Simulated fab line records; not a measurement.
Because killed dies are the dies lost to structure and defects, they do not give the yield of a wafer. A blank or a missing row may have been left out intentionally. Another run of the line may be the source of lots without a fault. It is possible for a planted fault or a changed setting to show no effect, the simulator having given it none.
Problem report, 8D (eight disciplines) form, completed by code | flow sky130 | the parts of the form that need people (team, actions taken, sign-off) are left out

## 1. THE PROBLEM
Mean NWELL_RS at SKY_NWELL_RS_MEAS_29: 633.0 ohm/sq over 6 wafers in 2 lots; fault-free wafers: 624.8 ohm/sq, standard deviation 1.8. That puts it +4.6 standard deviations away from the usual mean.
The step: measures by four-point-probe.
The first sign was on wafer L701.1 at day 8 04:43, on filmMetro-04. At this step, 36 wafers from 12 lots have a number in the record. The rule behind "out" and "out of limits": a value lying over 4 standard deviations away from the usual mean. The other wafers with a number count as sound.

## 2. WHAT IT IS, AND WHAT IT ISN'T
question                    | is                         | is not
which readings at this step | NWELL_RS                   | -
which lots                  | L701, L702                 | L690, L691, L692, L693, L699, L700, L710, L711, L712, L713
which wafers of those lots  | all that have a number     | -
read on which gauges        | filmMetro-01, filmMetro-04 | filmMetro-03
when                        | from day 8 04:43           | up to then (18 sound wafers); but 12 sound wafers of L710, L711, L712, L713 came after

## 3. WHAT RULES OUT EACH SUSPECT
Counting: a tool at a process step up to the reading stays a suspect if it ran every lot that is out and no sound lot after the first of them.
- the gauge at SKY_NWELL_RS_MEAS_29 has been ruled out. 2 gauges (filmMetro-01, filmMetro-04) read the wafers that are out.
- plasmaAsher-01 at SKY_FIELD_ISO_STRIP_16 (strips in O2/N2): ruled out as a lasting fault. The sound lots L712, L713 went through it after L701, its earliest lot that is out (day 4 18:17).
- implanter-02 at SKY_NWELL_IMPLANT_13: ruled out as a lasting fault. The sound lots L711, L713, L712 went through it after L701, its earliest lot that is out (day 7 09:05).
- plasmaAsher-01 at SKY_NWELL_STRIP_14 (strips in O2/N2): ruled out as a lasting fault. The sound lots L713 went through it after L701, its earliest lot that is out (day 7 09:14).
Left after counting: nothing in the record.

## 4. THE CAUSE (what the simulator had put in)
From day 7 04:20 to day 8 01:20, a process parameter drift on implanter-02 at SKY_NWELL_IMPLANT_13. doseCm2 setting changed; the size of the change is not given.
It was ruled out by counting, in error; the rule expects a fault to strike all lots run on its tool from its start on, and this fault did not.

## 5. THE CHAIN OF EFFECTS, in route order
Each row: a reading where the mean over the struck wafers with a number is more than 3 standard deviations away from the usual. Only readings whose record carries a usual standard deviation are examined. hours: median over the lots of the time between each lot's start at the first step of this table that gives one and its start at this step. sigmas: the change, counted in usual standard deviations.
hours | step                 | reading          | usual        | on struck wafers | change     | sigmas
0     | SKY_NWELL_IMPLANT_13 | doseIonsCm2      | 7.001e+11    | 4.176e+11        | -2.826e+11 | -99 or more
0     | SKY_NWELL_IMPLANT_13 | faradayCurrentUA | 3.95         | 2.35             | -1.60      | -19
19    | SKY_NWELL_RS_MEAS_29 | NWELL_RS         | 624.8 ohm/sq | 633.0            | +8.2       | +4.6
The process steps in it:
- SKY_NWELL_IMPLANT_13

## 6. WHAT WOULD HAVE CAUGHT IT SOONER
24 hours passed between the start of the fault at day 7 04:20 and the first reading out of limits at a measuring or inspecting step in this record, taken at day 8 04:43.
Tool's own readings at SKY_NWELL_IMPLANT_13, doseIonsCm2, faradayCurrentUA: out on all struck wafers the step has rows for; an alarm limit on them would have tripped on the first.
